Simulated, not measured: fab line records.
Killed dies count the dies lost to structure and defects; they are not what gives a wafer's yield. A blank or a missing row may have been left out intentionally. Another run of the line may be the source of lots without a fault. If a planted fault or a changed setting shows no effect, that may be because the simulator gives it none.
2 desks looking at one fault ; flow sky130 ; every desk sees just its own numbers, and what lay behind them comes last

== METROLOGY DESK ==
What the gauges read for every lot (on any tool): the sampled wafers with a number, averaged. The brackets show how far a lot's mean lies from the usual mean; more than 4 standard deviations puts the lot out of limits, marked OUT.
Columns: A = cd-nm at SKY_VIA3_CD_MEAS_12, usual 200.0 nm
lot;first seen here;A
L156;day 40 04:35;200.4
L157;day 40 07:11;200.3
L161;day 41 08:38;199.9
L163;day 41 19:11;200.3
L164;day 42 06:11;199.6
L165;day 42 14:13;201.8
L167;day 43 03:02;198.7
L169;day 43 14:03;200.8
L173;day 44 11:57;172.8 (-23) OUT
L174;day 44 19:01;176.6 (-19) OUT
L175;day 45 02:56;200.0
L179;day 46 02:13;199.3
This desk finds L173, L174 out of limits, L173 being first, at day 44 11:57 (cd-nm at SKY_VIA3_CD_MEAS_12). L156, L157, L161, L163, L164, L165, L167, L169, L175, L179: within limits.

== AT THE TOOL OWNER'S DESK: krf-scanner-01 ==
The tool's own readings at SKY_VIA3_EXPOSE_09 (exposes mask VIM3, target cd 200 nm): means of the sampled wafers that have a number, for each lot that ran on this tool. The brackets show how far a lot's mean lies from the usual mean; more than 4 standard deviations puts the lot out of limits, marked OUT.
Columns: A = exposure-dose-mJ-cm2 at SKY_VIA3_EXPOSE_09, usual 37.95
lot;first seen here;A
L156;day 39 17:02;37.96
L157;day 39 19:26;37.94
L161;day 40 21:02;37.89
L164;day 41 19:11;37.93
L165;day 42 03:31;37.95
L169;day 43 03:10;37.90
L173;day 44 01:36;39.22 (+24) OUT
L174;day 44 07:56;39.16 (+23) OUT
L175;day 44 16:01;40.22 (+43) OUT
This desk finds L173, L174, L175 out of limits, L173 being first, at day 44 01:36 (exposure-dose-mJ-cm2 at SKY_VIA3_EXPOSE_09). L156, L157, L161, L164, L165, L169: within limits.

== PUT TOGETHER ==
An alarm could have come from the tool owner's desk at day 44 01:36, on L173, L174, L175.
On L173, L174, the metrology desk was in a position to raise an alarm at day 44 11:57.
The metrology desk holds a record of L175, inside its limits.
SKY_VIA3_EXPOSE_09 was run on krf-scanner-01 by each of the lots named.

== WHAT THE SIMULATOR HAD PUT IN ==
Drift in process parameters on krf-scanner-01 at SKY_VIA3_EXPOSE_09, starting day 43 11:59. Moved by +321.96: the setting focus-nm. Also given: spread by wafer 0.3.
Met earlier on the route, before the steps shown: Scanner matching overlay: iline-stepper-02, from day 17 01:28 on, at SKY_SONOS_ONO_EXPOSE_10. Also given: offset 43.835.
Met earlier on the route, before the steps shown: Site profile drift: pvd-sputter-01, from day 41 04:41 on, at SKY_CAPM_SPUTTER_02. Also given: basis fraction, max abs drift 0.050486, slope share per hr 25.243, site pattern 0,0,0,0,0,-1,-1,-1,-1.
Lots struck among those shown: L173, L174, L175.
Time in hours from fault onset to the first out-of-limits reading at each desk: tool owner's desk 14, metrology desk 24.
